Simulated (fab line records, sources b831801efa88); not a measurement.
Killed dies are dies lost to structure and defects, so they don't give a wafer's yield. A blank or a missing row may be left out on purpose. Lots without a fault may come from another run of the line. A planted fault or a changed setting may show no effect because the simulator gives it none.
Which tool did it? | flow sky130 | 14 lots, 42 wafers sampled, at 4 steps of a route of 708

WHAT THE GAUGES READ, wafer by wafer
SKY_SONOS_ONO_CD_MEAS_13: target cd 410 nm. Usual: cd_nm 410.0 nm, standard deviation 2.1.
lot  | measured     | on        | cd_nm (nm)        | flag
L758 | day 12 06:41 | cd_sem-02 | 408.1 407.5 408.4 |
L759 | day 12 08:08 | cd_sem-01 | 411.6 410.4 411.8 |
L760 | day 13 00:52 | cd_sem-02 | 408.1 410.1 409.3 |
L761 | day 13 23:16 | cd_sem-01 | 408.3 409.2 408.7 |
L762 | day 14 01:55 | cd_sem-01 | 408.4 409.4 410.0 |
L763 | day 14 18:09 | cd_sem-01 | 414.4 412.7 415.0 |
L766 | day 15 08:34 | cd_sem-01 | 409.9 408.7 408.5 |
L768 | day 16 01:02 | cd_sem-01 | 409.3 408.9 409.5 |
L769 | day 16 06:21 | cd_sem-01 | 413.2 412.8 410.5 |
L771 | day 16 21:01 | cd_sem-01 | 408.6 409.3 411.0 |
L773 | day 17 06:47 | cd_sem-02 | 408.1 407.1 408.0 |
L774 | day 17 20:52 | cd_sem-02 | 409.1 408.5 407.5 |
L778 | day 20 08:40 | cd_sem-02 | 410.7 410.0 409.2 |
L781 | day 20 12:11 | cd_sem-01 | 407.2 407.6 407.3 |

SKY_LDD_P_OVL_MEAS_08. Usual: LDD_P_OVL -1.3 nm, standard deviation 1.4.
lot  | measured     | on         | LDD_P_OVL (nm) | flag
L758 | day 18 18:17 | overlay-01 | 0.3 0.9 -0.7   |
L759 | day 18 18:02 | overlay-02 | -3.0 -2.6 -2.4 |
L760 | day 19 11:32 | overlay-01 | 0.4 1.5 2.0    |
L761 | day 20 10:38 | overlay-01 | 0.6 0.5 -1.3   |
L762 | day 20 17:58 | overlay-01 | -0.8 -0.6 -2.8 |
L763 | day 21 09:53 | overlay-01 | -1.8 -1.5 -2.0 |
L766 | day 21 22:10 | overlay-01 | -4.9 -2.9 -1.1 |
L768 | day 23 00:20 | overlay-01 | -0.5 -1.4 -1.8 |
L769 | day 23 01:08 | overlay-02 | -1.6 -1.4 0.0  |
L771 | day 23 21:33 | overlay-02 | -2.7 0.1 -0.7  |
L773 | day 24 06:41 | overlay-02 | 0.2 1.3 -0.1   |
L774 | day 24 17:40 | overlay-02 | -1.1 -1.5 -1.4 |
L778 | day 27 03:53 | overlay-02 | -1.1 0.1 -1.5  |
L781 | day 27 09:14 | overlay-01 | -0.8 -0.3 -3.2 |

WHICH TOOL RAN EACH LOT (tool, then ch and the chambers of the sampled wafers, then the start)
lot  | SKY_RES_PROTECT_STRIP_07             | SKY_LDD_N_IMPLANT_10
L758 | plasma_asher-02 ch 0,1, day 14 22:03 | implanter-01 ch 0, day 17 11:16
L759 | plasma_asher-03 ch 0,1, day 14 21:37 | implanter-02 ch 0, day 17 10:58
L760 | plasma_asher-02 ch 0,1, day 15 11:58 | implanter-01 ch 0, day 18 05:03
L761 | plasma_asher-02 ch 0,1, day 16 12:00 | implanter-01 ch 0, day 19 03:54
L762 | plasma_asher-04 ch 0,1, day 16 14:00 | implanter-03 ch 0, day 19 09:57
L763 | plasma_asher-03 ch 0,1, day 17 07:14 | implanter-01 ch 0, day 20 02:01
L766 | plasma_asher-03 ch 0,1, day 17 22:43 | implanter-02 ch 0, day 20 15:16
L768 | plasma_asher-03 ch 0,1, day 18 20:52 | implanter-02 ch 0, day 21 17:10
L769 | plasma_asher-02 ch 0,1, day 19 00:18 | implanter-03 ch 0, day 21 17:24
L771 | plasma_asher-04 ch 0,1, day 19 22:39 | implanter-02 ch 0, day 22 15:10
L773 | plasma_asher-04 ch 0,1, day 20 05:58 | implanter-02 ch 0, day 22 23:35
L774 | plasma_asher-02 ch 0,1, day 20 18:18 | implanter-01 ch 0, day 23 10:33
L778 | plasma_asher-04 ch 0,1, day 23 07:36 | implanter-02 ch 0, day 25 22:06
L781 | plasma_asher-03 ch 0,1, day 23 10:40 | implanter-02 ch 0, day 26 02:34
- SKY_RES_PROTECT_STRIP_07: strips in O2/N2.
- SKY_LDD_N_IMPLANT_10

WHAT THE TOOLS THEMSELVES READ (means of the sampled wafers that have a number; where no wafer has one, the mark that the record gives instead)
SKY_RES_PROTECT_STRIP_07. Usual: drypump_motor_current_A 5.8 A, standard deviation 0.45; n2_flow_sccm 300.2 sccm, standard deviation 0.82; oes_product_au 0.518 a.u., standard deviation 0.0048; strip_time_to_endpoint_s 23.28 s, standard deviation 0.05.
lot  | tool            | drypump_motor_current_A (A) | n2_flow_sccm (sccm) | oes_product_au (a.u.) | strip_time_to_endpoint_s (s) | flag
L758 | plasma_asher-02 | 5.7                         | 299.6               | 0.516                 | 23.30                        |
L759 | plasma_asher-03 | 5.8                         | 299.9               | 0.523                 | 23.23                        |
L760 | plasma_asher-02 | 5.7                         | 300.8               | 0.520                 | 23.18                        |
L761 | plasma_asher-02 | 5.8                         | 300.4               | 0.517                 | 23.30                        |
L762 | plasma_asher-04 | 5.8                         | 300.8               | 0.515                 | 23.35                        |
L763 | plasma_asher-03 | 5.8                         | 300.5               | 0.517                 | 23.37                        |
L766 | plasma_asher-03 | 5.4                         | 298.7               | 0.520                 | 23.31                        |
L768 | plasma_asher-03 | 5.8                         | 300.5               | 0.528                 | 23.31                        |
L769 | plasma_asher-02 | 5.8                         | 300.1               | 0.514                 | 23.27                        |
L771 | plasma_asher-04 | 6.2                         | 300.1               | 0.516                 | 23.32                        |
L773 | plasma_asher-04 | 5.8                         | 300.1               | 0.516                 | 23.32                        |
L774 | plasma_asher-02 | 5.8                         | 299.7               | 0.515                 | 23.31                        |
L778 | plasma_asher-04 | 6.2                         | 300.6               | 0.520                 | 23.28                        |
L781 | plasma_asher-03 | 5.7                         | 299.8               | 0.516                 | 23.24                        |

SKY_LDD_N_IMPLANT_10. Usual: rotation_deg 203.00 degrees, standard deviation 0.035.
lot  | tool         | rotation_deg (degrees) | flag
L758 | implanter-01 | 203.02                 |
L759 | implanter-02 | 203.01                 |
L760 | implanter-01 | 203.03                 |
L761 | implanter-01 | 203.00                 |
L762 | implanter-03 | 203.00                 |
L763 | implanter-01 | 202.98                 |
L766 | implanter-02 | 203.00                 |
L768 | implanter-02 | 203.02                 |
L769 | implanter-03 | 203.03                 |
L771 | implanter-02 | 202.99                 |
L773 | implanter-02 | 202.98                 |
L774 | implanter-01 | 202.98                 |
L778 | implanter-02 | 260.76                 | OFF
L781 | implanter-02 | 260.77                 | OFF

THE ANSWER, worked out from the rows above alone
Rule: a lot is off if the mean of its wafers that have a number lies more than 3 standard deviations from the usual mean. A lot without any number at a reading at which 4 lots or more have one is off too. The other lots that the step has rows for count as sound. The gauges are gone through in route order, then the tools' own readings, and for those a lot's mean is taken as printed above. The first step at which some lot is off is used, and at that step the reading that is off furthest; a lot without a number counts as furthest.
Off: L778, L781, at SKY_LDD_N_IMPLANT_10 (rotation_deg).
A tool fits if, at that step or a process step before it, it ran every lot that is off, and no sound lot after the first of them. One fits: implanter-02 at SKY_LDD_N_IMPLANT_10. Its last sound lot is L773 (day 22 23:35), its first lot that is off L778 (day 25 22:06): a fault that began between those two fits.
The tool's own readings at SKY_LDD_N_IMPLANT_10 bear it out: on the lots that are off they differ by more than 5 times the standard deviation of the sound lots' means. rotation_deg reads 260.76 degrees there against 203.00 degrees on the sound lots.

WHAT THE SIMULATOR HAD PUT IN
Process parameter drift: implanter-02, from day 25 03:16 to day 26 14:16, at SKY_LDD_N_IMPLANT_10. Setting rotation_deg, moved by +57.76, from 203. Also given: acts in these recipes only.
Lots struck among those shown: L778, L781. The rule above found the same.
